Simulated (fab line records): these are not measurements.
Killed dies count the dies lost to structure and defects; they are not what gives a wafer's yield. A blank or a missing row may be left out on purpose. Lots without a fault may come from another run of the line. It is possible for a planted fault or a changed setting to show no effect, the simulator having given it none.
Code-filled problem report in 8D (eight disciplines) form ; flow gf180mcu ; the parts of the form that need people (team, actions taken, sign-off) are left out

1. WHAT IS WRONG
At GF_HV_LDD_COAT_14, spin-speed-rpm averages 3376.5 rpm over 6 wafers from 2 lots, while fault-free wafers read 3000.5 rpm, standard deviation 2.3. So: +99 or more standard deviations from the usual mean.
The step: resist thk 1000 nm.
First seen on wafer L885.1, day 13 05:49, on litho-track-02. The record has a number at this step for 36 wafers belonging to 12 lots. Rule for "out", or "out of limits": more than 4 standard deviations from the usual mean. All remaining wafers that have a number are taken as sound.

2. WHAT IT IS, WHAT IT ISN'T
question;is;is not
which readings at this step;spin-speed-rpm;-
which lots;L885, L887;L877, L881, L888, L891, L893, L894, L896, L898, L899, L900
which wafers of those lots;all that have a number;-
read on which tools;litho-track-02;litho-track-03, litho-track-04
when;from day 13 05:49;"up to then (6 sound wafers); but 24 sound wafers of L888, L891, L893, L894, L896, L898, L899, L900 came after"

3. THE SUSPECTS, EACH WITH WHAT RULES IT OUT
Counting: any tool at a process step up to the reading is kept as a suspect provided that every lot that is out went through it and no sound lot did after the first of them.
- litho-track-02 at GF_HV_LDD_COAT_14 (resist thk 1000 nm): ruled out as a lasting fault. After its first lot that is out, L885 (day 13 05:49), sound lots L896, L898 ran on it.
Left after counting: nothing in the record.

4. THE CAUSE (what the simulator had put in)
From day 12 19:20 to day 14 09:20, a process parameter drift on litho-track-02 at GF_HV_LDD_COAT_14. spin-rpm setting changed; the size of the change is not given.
Counting ruled it out, wrongly.

5. SEQUENCE OF EFFECTS, ordered by route
Each row: a reading where the mean over the struck wafers with a number is more than 3 standard deviations away from the usual. Only readings for which the record gives a usual standard deviation are gone through. hours: the time from each lot's start at the first step in this table that gives one to its start at this step, as a median over the lots. sigmas: the change in usual standard deviations.
hours;step;reading;usual;on struck wafers;change;sigmas
0;GF_HV_LDD_COAT_14;spin-speed-rpm;3000.5 rpm;3376.5;+376.0;+99 or more
11;GF_HV_LDD_CD_MEAS_19;cd-nm;400.3 nm;407.8;+7.4;+3.1
11;GF_HV_LDD_STRIP_22;strip-time-to-endpoint-s;12.64 s;11.98;-0.66;-19
It contains these process steps:
- GF_HV_LDD_COAT_14: resist thk 1000 nm.
- GF_HV_LDD_STRIP_22: strips in O2/N2.

6. WHAT WOULD HAVE CAUGHT IT SOONER
In this record the first reading out of limits was taken at day 13 05:49, 10 hours after the fault began at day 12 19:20.
